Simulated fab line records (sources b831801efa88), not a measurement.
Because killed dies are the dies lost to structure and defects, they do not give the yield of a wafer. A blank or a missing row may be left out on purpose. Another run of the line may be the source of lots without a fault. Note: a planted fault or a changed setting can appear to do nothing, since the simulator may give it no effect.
One fault seen from 2 desks + flow sky130 + each desk holds nothing but its own numbers, with what lay behind them at the end

FROM THE METROLOGY DESK
Lot by lot, what the gauges showed, no matter which tool ran the lot: averages of those sampled wafers that carry a number. A lot is out of limits, marked OUT, if its mean lies more than 4 standard deviations from the usual mean; the brackets give that distance.
Columns: A = VT_ADJUST_HVTR_OVL at SKY_VT_ADJUST_HVTR_OVL_MEAS_08, usual 1.0 nm; B = cd-nm at SKY_SONOS_TUNNEL_CD_MEAS_07, usual 409.1 nm
| lot  | first seen here | A    | B               |
|------|-----------------|------|-----------------|
| L784 | day 9 14:27     | 2.1  | 409.4           |
| L785 | day 10 02:51    | 0.3  | 408.6           |
| L786 | day 10 12:14    | 1.4  | 404.0           |
| L787 | day 10 14:37    | 1.4  | 408.1           |
| L788 | day 10 22:26    | -1.3 | 409.4           |
| L789 | day 11 06:25    | -1.6 | 404.8           |
| L790 | day 11 13:08    | 2.1  | 410.9           |
| L791 | day 11 17:52    | 0.5  | 411.0           |
| L800 | day 14 07:18    | 0.8  | 369.5 (-17) OUT |
| L801 | day 14 14:12    | 1.6  | 363.5 (-19) OUT |
| L803 | day 15 02:22    | 1.7  | 410.7           |
| L807 | day 16 08:40    | 0.5  | 411.6           |
Finding of this desk: L800, L801 out of limits; the first was L800 at day 16 14:02, on cd-nm at SKY_SONOS_TUNNEL_CD_MEAS_07. L784, L785, L786, L787, L788, L789, L790, L791, L803, L807: within limits.

AT THE TOOL OWNER'S DESK: litho-track-01
The tool's own readings at SKY_SONOS_TUNNEL_DEVELOP_06 (develop time 60 s): means of the sampled wafers that have a number, for each lot that ran on this tool. A lot is out of limits, marked OUT, if its mean lies more than 4 standard deviations from the usual mean; the brackets give that distance.
Columns: A = chill-plate-temp-C at SKY_SONOS_TUNNEL_DEVELOP_06, usual 23.01 C
| lot  | first seen here | A     |
|------|-----------------|-------|
| L786 | day 12 10:25    | 22.99 |
| L790 | day 13 12:23    | 22.90 |
| L791 | day 13 17:52    | 22.90 |
| L800 | day 16 13:53    | 22.93 |
| L801 | day 16 21:01    | 23.02 |
Finding of this desk: none of the 5 lots has anything out of limits.

TAKEN TOGETHER
The metrology desk could have raised an alarm at day 16 14:02, on L800, L801.
The tool owner's desk saw nothing out of limits.
Tool owner's desk: L800, L801 on record, inside its limits.
All the named lots went through SKY_SONOS_TUNNEL_DEVELOP_06 on litho-track-01.

WHAT WAS PUT IN BY THE SIMULATOR
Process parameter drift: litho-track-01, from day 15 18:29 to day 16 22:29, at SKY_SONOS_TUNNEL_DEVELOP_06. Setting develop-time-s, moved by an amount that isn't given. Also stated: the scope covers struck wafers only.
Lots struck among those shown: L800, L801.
Per desk, hours elapsed from the start of the fault to the first reading out of limits: for the metrology desk, 20.
